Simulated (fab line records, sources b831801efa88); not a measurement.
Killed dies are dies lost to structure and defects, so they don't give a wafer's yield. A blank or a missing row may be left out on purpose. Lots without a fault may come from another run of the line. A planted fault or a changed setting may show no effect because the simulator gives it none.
Chamber matching | flow gf180mcu | GF_CONTACT_CMP_27 on cmp-01: 4 sister chambers
The step polishes, stops on SiO2, t overpolish 15 s, target thk 0 nm. 30 wafers are shown with their chamber, then 12 later ones without.

WAFERS WITH THEIR CHAMBER
wafer  | chamber | motor_current_A (A) | platen_rpm (rpm) | overpolish_run_s (s)
L074.1 | 0       | 11.7                | 59.99            | 15.015
L074.3 | 1       | 12.1                | 60.01            | 15.003
L074.4 | 3       | 11.9                | 60.00            | 14.993
L074.2 | 2       | 9.7                 | 60.07            | 15.005
L074.5 | 1       | 12.8                | 59.95            | 14.999
L074.6 | 2       | 9.9                 | 60.02            | 15.000
L079.2 | 3       | 10.9                | 59.97            | 15.000
L079.3 | 2       | 10.1                | 60.00            | 15.007
L079.4 | 0       | 11.0                | 59.95            | 15.004
L080.2 | 2       | 9.9                 | 59.99            | 14.987
L080.3 | 0       | 10.7                | 60.01            | 15.006
L080.4 | 1       | 12.5                | 59.99            | 15.025
L082.1 | 2       | 10.0                | 60.03            | 14.998
L082.4 | 3       | 11.5                | 59.98            | 14.996
L082.6 | 1       | 11.8                | 59.97            | 14.990
L085.2 | 1       | 12.3                | 60.03            | 15.009
L085.3 | 3       | 11.1                | 60.03            | 14.997
L085.6 | 2       | 9.5                 | 60.04            | 15.007
L085.1 | 2       | 10.0                | 60.01            | 15.006
L085.4 | 0       | 10.3                | 60.02            | 14.998
L085.5 | 1       | 11.8                | 59.96            | 14.991
L086.1 | 3       | 10.8                | 60.05            | 14.992
L086.3 | 0       | 10.9                | 60.05            | 14.989
L086.4 | 2       | 10.1                | 60.02            | 15.004
L086.2 | 1       | 12.3                | 59.98            | 15.001
L086.5 | 3       | 11.7                | 60.01            | 14.995
L086.6 | 0       | 11.0                | 60.00            | 15.005
L087.2 | 2       | 10.2                | 59.98            | 14.995
L087.5 | 3       | 11.0                | 59.95            | 15.011
L087.6 | 2       | 10.1                | 59.99            | 14.997

SIGNATURES (means of the wafers above)
reading          | chamber 0 | chamber 1 | chamber 2 | chamber 3 | scatter within a chamber
motor_current_A  | 10.933    | 12.229    | 9.950     | 11.271    | 0.359
platen_rpm       | 60.0033   | 59.9843   | 60.0150   | 59.9986   | 0.0305
overpolish_run_s | 15.00283  | 15.00257  | 15.00060  | 14.99771  | 0.00845
Rule: a wafer's distance from a chamber is the root of the sum, over the readings, of the square of ((its reading less the chamber's mean) divided by the reading's scatter). The wafer belongs to the nearest chamber; if the next one is less than 2 further off, it can't be placed. The scatter: the root of (the sum of the squares of (reading less its chamber's mean) over the shown wafers, divided by (wafers less chambers)).

WAFERS WITHOUT THEIR CHAMBER
wafer  | motor_current_A (A) | platen_rpm (rpm) | overpolish_run_s (s)
L092.2 | 12.2                | 59.98            | 15.012
L092.3 | 11.1                | 60.04            | 15.000
L092.4 | 10.0                | 59.89            | 14.983
L094.2 | 11.5                | 59.96            | 15.007
L094.4 | 10.1                | 59.94            | 14.976
L094.5 | 12.3                | 59.99            | 14.987
L095.4 | 11.9                | 59.98            | 15.016
L095.5 | 10.4                | 59.93            | 15.001
L095.6 | 12.5                | 59.98            | 15.010
L097.1 | 10.2                | 60.00            | 15.010
L097.2 | 11.4                | 59.97            | 15.001
L097.3 | 11.0                | 59.94            | 14.999

WHICH CHAMBER EACH WENT THROUGH
wafer  | from the rows above               | in truth
L092.2 | 1                                 | 1
L092.3 | can't be placed: 0 or 3 or 2      | 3
L092.4 | can't be placed: 2 or 0 or 3      | 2
L094.2 | can't be placed: 3 or 0 or 1      | 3
L094.4 | can't be placed: 2 or 0 or 3      | 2
L094.5 | can't be placed: 1 or 3           | 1
L095.4 | can't be placed: 1 or 3 or 0      | 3
L095.5 | can't be placed: 0 or 2 or 3      | 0
L095.6 | 1                                 | 1
L097.1 | can't be placed: 2 or 0 or 3      | 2
L097.2 | can't be placed: 3 or 0 or 1      | 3
L097.3 | can't be placed: 3 or 0 or 1 or 2 | 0
Placed correctly: 2 of 12. Can't be placed from these rows: 10 (the true chamber is among the candidates in 10). Placed wrongly: 0.
